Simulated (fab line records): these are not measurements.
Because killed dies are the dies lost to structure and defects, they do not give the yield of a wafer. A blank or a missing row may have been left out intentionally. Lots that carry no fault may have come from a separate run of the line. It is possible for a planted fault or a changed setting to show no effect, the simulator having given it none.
Which of the tools did it? ; flow gf180mcu ; 7 lots, 21 wafers sampled, at 2 steps of a route of 602

WHAT EACH GAUGE READ, for each wafer
GF_HV_LDD_RS_MEAS_53: a four-point-probe measurement.
lot;measured;on;HV_LDD_RS (ohm/sq)
L908;day 13 20:08;film_metro-02;418.9 417.8 417.8
L911;day 14 14:05;film_metro-03;418.0 418.4 417.7
L912;day 15 07:40;film_metro-03;419.7 417.8 418.3
L917;day 16 09:40;film_metro-04;411.6 411.8 411.4
L920;day 17 15:53;film_metro-03;412.0 412.2 411.9
L926;day 19 14:32;film_metro-03;417.4 417.9 417.2
L928;day 20 08:38;film_metro-03;417.7 417.8 417.1

EACH LOT AND THE TOOL THAT RAN IT (in order: tool; ch and the chambers of the sampled wafers; start)
lot;GF_HV_LDD_IMPLANT_36
L908;implanter-04 ch 0, day 13 00:03
L911;implanter-03 ch 0, day 13 16:34
L912;implanter-04 ch 0, day 14 10:00
L917;implanter-04 ch 0, day 15 11:18
L920;implanter-04 ch 0, day 16 17:36
L926;implanter-03 ch 0, day 18 13:12
L928;implanter-03 ch 0, day 19 07:17
- GF_HV_LDD_IMPLANT_36

THE ANSWER, worked out from the rows above alone
Rule: the usual values come from the lots themselves. Put in order of their means at a reading, lots are off if they are a third of the lots or fewer, leave a main group of 4 or more, and stand apart from it by a gap of 3 or more times the standard deviation of the main group's means; of several such gaps the widest counts. If all means in a main group match to the digits the tables above print for the reading, that group is not used. Also off: a lot with no number at a reading for which 4 or more lots have one. The other lots that the step has rows for count as sound.
Off: L917, L920, at GF_HV_LDD_RS_MEAS_53 (HV_LDD_RS). The main group: mean 418.0 ohm/sq, standard deviation 0.41.
A tool fits if, at a process step before that reading, it ran every lot that is off, and no sound lot after the first of them. Gauges at GF_HV_LDD_RS_MEAS_53: tried the same way as those tools. One candidate fits, namely implanter-04 at GF_HV_LDD_IMPLANT_36. A fault onset in the window from L912 (day 14 10:00, its last sound lot) to L917 (day 15 11:18, its first lot off) fits.

WHAT THE SIMULATOR HAD INSERTED
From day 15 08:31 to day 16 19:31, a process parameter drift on implanter-04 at GF_HV_LDD_IMPLANT_36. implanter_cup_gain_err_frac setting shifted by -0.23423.
Struck lots among those shown: L917, L920. This agrees with what the rule above found.
